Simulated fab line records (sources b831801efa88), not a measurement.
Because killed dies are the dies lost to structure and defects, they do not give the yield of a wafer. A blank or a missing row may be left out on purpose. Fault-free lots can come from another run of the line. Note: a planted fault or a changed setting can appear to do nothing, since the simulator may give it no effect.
Comparing a struck lot with a sound one | flow sky130 | 32 steps out of a route of 708
Sound: wafers L883.1, L883.4, L883.6. Struck: wafers L897.2, L897.3, L897.6. The cause is given at the end.
Each step with rows lists, per side, the tool, then ch with its chambers, then its first start. Under that, the readings that differ: sound wafers | struck wafers | difference of the means | sigmas: that difference in standard deviations of wafers without a fault.
alike: readings whose means differ by less than 2 such deviations, and words and numbers that are the same on both sides. not compared: withheld readings, readings that some wafer has no value for, bounds like >300 that may hide the same value, and numbers for which the record gives no deviation and whose values overlap.
Wherever a step has rows on one side only, a row that says differs or no value, or a row with sigmas, the two part there. Numbers that have no deviation but don't overlap get no sigmas and don't part them. A reading missing from all wafers of one side parts the sides only when that side holds two or more wafers.

SKY_CAP2M_THK_MEAS_01:
  sound on filmMetro-03 at day 41 04:34; struck on filmMetro-02 at day 44 16:17
reading               | sound             | struck            | difference | sigmas
CAP2M_CVD_00_THK (nm) | 15.66 15.85 15.88 | 15.12 15.30 15.52 | -0.48      | -2
SKY_CAP2M_SPUTTER_02: material TiN, target thk 200 nm, time 166.7 s.
  sound on pvdSputter-01 at day 41 04:37; struck on pvdSputter-03 at day 44 16:20
  alike: throttleValvePct
SKY_CAP2M_RS_MEAS_03: measures by four-point-probe.
  sound on filmMetro-04 at day 41 04:44; struck on filmMetro-02 at day 44 16:28
  alike: CAP2M_TIN_RS
SKY_CAP2M_THK_MEAS_04: measures by xrf.
  sound on filmMetro-04 at day 41 04:51; struck on filmMetro-02 at day 44 16:35
  alike: CAP2M_TIN_THK
then, 7 steps without rows for these wafers: SKY_CAP2M_DEHYDRATE_05 (time 60 s); SKY_CAP2M_HMDS_06 (prime time 60 s); SKY_CAP2M_COAT_07 (resist thk 1140 nm); SKY_CAP2M_SOFTBAKE_08 (time 60 s); SKY_CAP2M_EXPOSE_09 (exposes mask CAP2M, target cd 1000 nm); SKY_CAP2M_PEB_10; SKY_CAP2M_DEVELOP_11 (develop time 60 s).
SKY_CAP2M_OVL_MEAS_12:
  sound on overlay-01 at day 42 04:36; struck on overlay-01 at day 45 14:25
  alike: CAP2M_OVL
SKY_CAP2M_METAL_ETCH_13: etches TiN in Cl2/BCl3, stops on SiO2, target depth 220 nm, time 62.9 s.
  sound on rieMetal-01 ch 0,1, day 42 04:38; struck on rieMetal-03 ch 0, day 45 14:27
reading                                   | sound                | struck               | difference | sigmas
drypumpMotorCurrentA (A)                  | 5.4 5.3 5.3          | 6.5 6.5 6.5          | +1.2       | +3
oesProductAu (a.u.)                       | 0.951 0.942 0.949    | 0.845 0.850 0.851    | -0.099     | -14
runLengthS (s)                            | 91.9 91.5 91.3       | 104.5 104.7 104.7    | +13.1      | +17
throttleValvePct (%)                      | 21.896 21.907 21.902 | 21.956 21.964 21.971 | +0.062     | +6
model.NOVOLAK_of_CAP2M_COAT_07.thkNm (nm) | 984.2 989.3 990.1    | 963.2 962.6 962.8    | -25.0      | 
model.SiO2_of_CAP2M_CVD_00.thkNm (nm)     | 15.62 15.83 15.91    | 10.27 10.42 10.71    | -5.32      | 
model.CAP2M.featureDepthNm (nm)           | 202.9 200.4 201.2    | 206.2 206.4 207.3    | +5.1       | 
  alike: mfcCl2Sccm
  not compared: rfHoursCounterH
SKY_CAP2M_STRIP_14: strips in O2/N2.
  sound on plasmaAsher-01 ch 0,1, day 42 04:43; struck on plasmaAsher-04 ch 0,1, day 45 14:31
reading                  | sound             | struck            | difference | sigmas
stripTimeToEndpointS (s) | 12.54 12.60 12.62 | 12.29 12.31 12.31 | -0.28      | -4
  alike: drypumpMotorCurrentA, o2FlowSccm, oesProductAu
  not compared: rfHoursCounterH
then, 11 steps without rows for these wafers: SKY_CAP2M_STRIP_15 (strips in post etch residue remover, time 1200 s); SKY_CAP2M_CLEAN_16 (cleans in IPA, time 180 s); SKY_CAP2M_CLEAN_17 (cleans in O3/DIW); SKY_METAL4_DEHYDRATE_05 (time 60 s); SKY_METAL4_HMDS_06 (prime time 60 s); SKY_METAL4_COAT_07 (resist thk 60 nm); SKY_METAL4_COAT_08 (resist thk 1140 nm); SKY_METAL4_SOFTBAKE_09 (time 90 s); SKY_METAL4_EXPOSE_10 (exposes mask MM4, target cd 300 nm); SKY_METAL4_PEB_11; SKY_METAL4_DEVELOP_12 (develop time 60 s).
SKY_METAL4_CD_MEAS_13: target cd 300 nm.
  sound on cdSem-02 at day 43 04:35; struck on cdSem-02 at day 46 11:25
  alike: cdNm
SKY_METAL4_OVL_MEAS_14:
  sound on overlay-01 at day 43 04:43; struck on overlay-02 at day 46 11:31
  alike: METAL4_OVL
SKY_METAL4_DESCUM_15: chemistry O2, time 8 s.
  sound on rieMetal-04 ch 0,1, day 43 04:44; struck on rieMetal-02 ch 0,1, day 46 11:32
  alike: drypumpMotorCurrentA, oesProductAu
  not compared: rfHoursCounterH
SKY_METAL4_ETCH_16: etches BARC in N2/H2, stops on SiO2, time 88.2 s, target depth 60 nm.
  sound on rieMetal-04 ch 0,1, day 43 04:46; struck on rieMetal-02 ch 0,1, day 46 11:34
  alike: drypumpMotorCurrentA, oesProductAu, runLengthS, throttleValvePct
  not compared: rfHoursCounterH
SKY_METAL4_ETCH_17: etches SiO2 in C4F8/O2/Ar, stops on TiN, time 3.9 s, target depth 15 nm.
  sound on rieDiel-02 ch 1,3, day 43 04:52; struck on rieDiel-04 ch 0,1,2, day 46 11:40
reading                 | sound             | struck            | difference | sigmas
oesProductAu (a.u.)     | 0.767 0.753 0.770 | 0.624 0.632 0.640 | -0.131     | -17
model.etch.depthNm (nm) | 15.62 15.83 15.91 | 10.27 10.42 10.71 | -5.32      | 
SKY_METAL4_METAL_ETCH_18: etches the open film in Cl2/BCl3, stops on SiO2, target depth 845 nm, time 183.1 s.
  sound on rieMetal-02 ch 0,1, day 43 04:53; struck on rieMetal-01 ch 1, day 46 11:41
  alike: drypumpMotorCurrentA, mfcCl2Sccm, oesProductAu, runLengthS, throttleValvePct
  not compared: rfHoursCounterH
-- the record jumps here: 3 days lie between the struck wafers' starts before and after (it left off in module METAL4 and takes up again in module PAD_OPEN, whose first step shown is number 708 of the route) --
SKY_PAD_OPEN_PROBE_99:
  sound on prober-01 at day 47 03:35; struck on prober-02 at day 49 21:35
reading                           | sound               | struck              | difference | sigmas
model.etest.capMim2.bvV (V)       | 14.13 14.23 14.5    | 12.61 12.63 12.32   | -1.77      | 
model.etest.capMim2.leakLog10ACm2 | -8.94 -9.173 -8.898 | -8.21 -8.141 -8.441 | +0.74      | 
  alike: defectLimitedYield, killed_at_M0_to_M3, killed_at_M4_up, killedAtContacts, killedAtFrontEnd, killedAtOther, killedDies, killedOpen, killedShort, sort_bin_3_pad_short, sort_bin_5_function, sort_bin_6_memory, sortNPass, sortYieldPct

== WHERE THEY PART ==
At SKY_CAP2M_THK_MEAS_01 first; at SKY_METAL4_ETCH_17 last (within this record only). Later steps at which nothing parts them and some readings are alike: SKY_METAL4_METAL_ETCH_18, SKY_PAD_OPEN_PROBE_99.

WHY: what the simulator had put in
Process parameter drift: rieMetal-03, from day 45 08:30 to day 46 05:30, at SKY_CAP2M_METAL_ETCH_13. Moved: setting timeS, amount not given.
